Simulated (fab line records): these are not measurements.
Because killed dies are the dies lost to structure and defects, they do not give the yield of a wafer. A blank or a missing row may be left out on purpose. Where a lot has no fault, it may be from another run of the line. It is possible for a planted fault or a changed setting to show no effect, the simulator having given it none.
Chamber matching ; flow gf180mcu ; 4 sister chambers for GF_STI_ETCH_14 on rieSi-02
The step etches Si in HBr/Cl2/O2, target depth 360 nm, time 102.9 s. 8 wafers are shown with their chamber, then 9 later ones without.

## WAFERS WITH THEIR CHAMBER
wafer;chamber;oesProductAu (a.u.);throttleValvePct (%)
L102.4;2;1.017;25.649
L103.5;1;1.009;25.666
L105.1;0;1.009;25.645
L105.2;1;1.020;25.642
L105.3;3;1.004;25.667
L115.1;2;1.021;25.638
L115.2;0;1.007;25.633
L115.3;3;0.995;25.655

## WAFERS WHOSE CHAMBER IS MISSING
wafer;oesProductAu (a.u.);throttleValvePct (%)
L116.1;1.024;25.644
L116.3;1.018;25.634
L116.5;1.020;25.648
L117.3;1.011;25.647
L117.4;1.012;25.647
L117.5;1.010;25.639
L122.2;1.009;25.642
L122.3;1.002;25.658
L122.5;1.011;25.668

## EACH ONE'S CHAMBER
wafer;from the rows above;in truth
L116.1;can't be placed: 2 or 1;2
L116.3;can't be placed: 2 or 1 or 0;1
L116.5;can't be placed: 2 or 1 or 0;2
L117.3;can't be placed: 1 or 0 or 2 or 3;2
L117.4;can't be placed: 1 or 0 or 2 or 3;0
L117.5;can't be placed: 0 or 1 or 2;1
L122.2;can't be placed: 0 or 1 or 2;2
L122.3;can't be placed: 3 or 0 or 1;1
L122.5;can't be placed: 1 or 3 or 0 or 2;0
Correctly placed: 0 of 9. From these rows, 9 cannot be placed; in 9 the true chamber is one of the candidates. Wrongly placed: 0.
How it was worked out, from the rows above alone: a wafer's distance from a chamber is the root of the sum, over the readings, of the square of ((its reading less the chamber's mean) divided by the reading's scatter). If the next closest chamber is less than 2 further off than the closest, the wafer can't be placed; otherwise it belongs to the closest. For every chamber, the mean is computed from those of its wafers that are shown. The scatter: the root of (the sum of the squares of (reading less its chamber's mean) over the shown wafers, divided by (wafers less chambers)).
